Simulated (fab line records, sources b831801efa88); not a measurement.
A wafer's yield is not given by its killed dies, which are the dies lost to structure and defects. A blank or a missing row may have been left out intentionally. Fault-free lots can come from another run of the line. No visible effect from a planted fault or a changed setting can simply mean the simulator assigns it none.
A struck lot beside a sound one    flow gf180mcu    16 out of 602 route steps
Sound: these wafers, L279.1, L279.4, L279.5. Struck: wafer L288.1. (L288.2, L288.4 of the same lot were not struck and are left out.) The cause comes at the end.
Each step with rows lists, per side, the tool, then ch with its chambers, then its first start. Under that, the readings that differ: sound wafers    struck wafers    difference of the means    sigmas: that difference in standard deviations of wafers without a fault.
alike: words and numbers the same on both sides, and readings whose means are apart by under 2 such deviations; not compared: readings that were withheld, readings missing a value for some wafer, numbers with overlapping values and no deviation given by the record, and bounds like >300 which may hide the same value.
A row with sigmas, a row that says differs or no value, or rows on one side alone: a step with any of these is where the two part. Non-overlapping numbers with no deviation appear without sigmas and do not part them. A reading that every wafer of one side lacks parts them only if that side has two wafers or more.

first, 9 steps without rows for these wafers: GF_MIM_STRIP_21 (strips in post etch residue remover, time 1200 s); GF_MIM_CLEAN_22 (cleans in DIW); GF_M5_DEHYDRATE_00 (time 60 s); GF_M5_HMDS_01 (prime time 60 s); GF_M5_COAT_02 (resist thk 1000 nm); GF_M5_SOFTBAKE_03 (time 60 s); GF_M5_EXPOSE_04 (exposes mask Metal5, target cd 280 nm); GF_M5_PEB_05 (peb time 90 s); GF_M5_DEVELOP_06 (develop time 60 s).
GF_M5_CD_MEAS_07 targets a cd of 280 nm.
  struck on cd_sem-02, day 30 07:10; sound on cd_sem-01, day 27 18:38
  alike: cd_nm
GF_M5_OVL_MEAS_08:
  struck on overlay-02, day 30 07:17; sound on overlay-02, day 27 18:46
  alike: M5_OVL
GF_M5_ETCH_09: etches Si3N4 in CF4/O2, target depth 52 nm, time 11.6 s.
  sound on rie_diel-04 ch 1,3, day 27 18:48; struck on rie_diel-01 ch 2, day 30 07:20
  alike: drypump_motor_current_A, oes_product_au, throttle_valve_pct
  not compared: rf_hours_counter_h
GF_M5_METAL_ETCH_10: etches the open film in Cl2/BCl3, stops on SiO2, target depth 627.5 nm, time 104.6 s.
  sound on rie_metal-03 ch 0,1, day 27 18:49; struck on rie_metal-03 ch 0, day 30 07:21
reading                              sound            struck  difference  sigmas
model.KrF_of_M5_COAT_02.thk_nm (nm)  698.5 697 697.8  580.3   -117.5      
  alike: drypump_motor_current_A, he_backside_leak_sccm, oes_product_au, throttle_valve_pct
  not compared: rf_hours_counter_h
GF_M5_STRIP_11: strips in O2/N2.
  sound on plasma_asher-04 ch 0,1, day 27 18:56; struck on plasma_asher-04 ch 1, day 30 07:28
reading                       sound              struck  difference  sigmas
oes_product_au (a.u.)         0.548 0.544 0.543  0.483   -0.062      -13
strip_time_to_endpoint_s (s)  7.53 7.51 7.51     6.35    -1.17       -29
  alike: drypump_motor_current_A, heater_power_w
  not compared: rf_hours_counter_h
then, 1 step without rows for these wafers: GF_M5_STRIP_12 (strips in post etch residue remover, time 1200 s).
-- the record jumps here: 2 days lie between the struck wafers' starts before and after (it left off in module M5 and takes up again in module PASSIVATION, whose first step shown is number 602 of the route) --
GF_PASSIVATION_PROBE_99:
  only the struck wafers here have rows in the record (prober-01, day 32 16:41); the sound ones have none

## WHERE THEY PART
Last at GF_PASSIVATION_PROBE_99 as far as this record goes, first at GF_M5_STRIP_11.

WHY: whatever the simulator had introduced
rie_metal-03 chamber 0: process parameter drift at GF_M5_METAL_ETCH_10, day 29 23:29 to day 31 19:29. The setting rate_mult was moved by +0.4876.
